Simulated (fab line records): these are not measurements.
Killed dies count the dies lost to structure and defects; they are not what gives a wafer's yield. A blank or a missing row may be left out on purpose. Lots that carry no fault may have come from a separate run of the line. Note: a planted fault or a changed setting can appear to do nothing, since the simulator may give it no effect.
Lot-split experiment | flow sfqLine | on a route of 325 steps: 5 lots, 23 wafers read

## SPLIT DETAILS
At SFQ_TRILAYER_JJ_CE_LITHO_COAT_114 (resist thk 600 nm), the setting spinRpm was moved away from the recipe's 3000 rpm on 8 of the 23 wafers read, by -5.4% to +6.1%. All remaining wafers had this setting at the recipe value.

The reading is taken at the split's own step.

## THE READING
KrF_of_TRILAYER_JJ_CE_LITHO_COAT_114.thkNm (the simulator's own value, which no gauge read), in nm, at SFQ_TRILAYER_JJ_CE_LITHO_COAT_114 (resist thk 600 nm). The file gives no usual value for it. The 15 wafers here that ran the recipe average 600.1 nm, standard deviation 2.6 nm.

wafer  | tool, chamber at the split | spinRpm as run, rpm | against the recipe | KrF_of_TRILAYER_JJ_CE_LITHO_COAT_114.thkNm, nm | against lot-mates on the recipe
L080.2 | lithoTrack-04, 0           | 2842                | -5.3%              | 613.8                                          | +16.0
L080.3 | lithoTrack-04, 0           | 3000                | recipe             | 597.9                                          | -
L080.4 | lithoTrack-04, 0           | 2842                | -5.3%              | 613.9                                          | +16.1
L080.5 | lithoTrack-04, 0           | 2842                | -5.3%              | 614                                            | +16.2
L080.6 | lithoTrack-04, 0           | 3000                | recipe             | 597.6                                          | -
L081.1 | lithoTrack-02, 0           | 3000                | recipe             | 597                                            | -
L081.2 | lithoTrack-02, 0           | 3000                | recipe             | 599                                            | -
L081.3 | lithoTrack-02, 0           | 3000                | recipe             | 597.6                                          | -
L082.1 | lithoTrack-02, 0           | 3000                | recipe             | 598.4                                          | -
L082.2 | lithoTrack-02, 0           | 3183                | +6.1%              | 579.9                                          | -17.3
L082.3 | lithoTrack-02, 0           | 3000                | recipe             | 596                                            | -
L082.4 | lithoTrack-02, 0           | 3183                | +6.1%              | 582.2                                          | -15.0
L082.5 | lithoTrack-02, 0           | 3183                | +6.1%              | 581                                            | -16.2
L084.1 | lithoTrack-02, 0           | 2839                | -5.4%              | 619.4                                          | +15.6
L084.2 | lithoTrack-02, 0           | 3000                | recipe             | 602.9                                          | -
L084.4 | lithoTrack-02, 0           | 3000                | recipe             | 603.7                                          | -
L084.5 | lithoTrack-02, 0           | 3000                | recipe             | 604.8                                          | -
L084.6 | lithoTrack-02, 0           | 2839                | -5.4%              | 619.8                                          | +16.0
L085.1 | lithoTrack-04, 0           | 3000                | recipe             | 601.2                                          | -
L085.2 | lithoTrack-04, 0           | 3000                | recipe             | 601                                            | -
L085.6 | lithoTrack-04, 0           | 3000                | recipe             | 601                                            | -
L085.3 | lithoTrack-04, 0           | 3000                | recipe             | 600.4                                          | -
L085.5 | lithoTrack-04, 0           | 3000                | recipe             | 602.7                                          | -

FIT RESULTS
A straight line over all 23 wafers: KrF_of_TRILAYER_JJ_CE_LITHO_COAT_114.thkNm changes by -3.08 nm for each +1% of spinRpm; r = -0.97; the points scatter about the line by 2.6 nm.
The same after taking each lot's own level away (the mean of its wafers on the recipe; 23 wafers): -2.84 nm for each +1%; r = -1.00; scatter 0.94 nm.
That fit puts the effect of the largest move of spinRpm on the reading at 17 nm.
From 597.20 to 603.80 nm: that is the span of the lots' own levels, equal to 2.6 times the standard deviation above.
The two slopes agree, so the slope changes little with the lot-to-lot level.
Check: with one of the wafers moved furthest among these (+6.1%) left out of the fit, the line predicts -16.9 nm for it against its lot-mates. Against them it came out at -17.3 nm.

## OTHER SPLITS ON THESE WAFERS
Before the reading, these wafers also passed through other splits. Each is held against what the fit with the lots' levels taken away leaves over:
other split on the same wafers                     | wafers away from the commonest value | r with KrF_of_TRILAYER_JJ_CE_LITHO_COAT_114.thkNm (lot level and that fit taken away)
SFQ_TRILAYER_I1_VIA_LITHO_COAT_049 spinRpm         | 8                                    | +0.24
SFQ_TRILAYER_I1_VIA_BARC_OPEN_VIA_ETCH_071 sourceW | 8                                    | -0.01
SFQ_TRILAYER_M2_LITHO_COAT_062 spinRpm             | 8                                    | +0.08
SFQ_TRILAYER_I2_CMP_CMP_064 leaveAboveRefNm        | 5                                    | -0.12
SFQ_TRILAYER_I2_VIA_BARC_OPEN_VIA_ETCH_096 timeS   | 8                                    | +0.01
SFQ_TRILAYER_M3_LITHO_EXPOSE_076 doseMj            | 6                                    | -0.06
SFQ_TRILAYER_I3_CMP_CMP_082 downForcePsi           | 5                                    | +0.18
SFQ_TRILAYER_I3_VIA_BARC_OPEN_VIA_ETCH_121 timeS   | 9                                    | +0.17
SFQ_TRILAYER_JJ_TRILAYER_DEP_SPUTTER_109 powerW    | 5                                    | +0.07

## THE FILE'S OWN FIT
KrF_of_TRILAYER_JJ_CE_LITHO_COAT_114.thkNm changes by -2.86 nm for each +1% of spinRpm, r = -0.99.
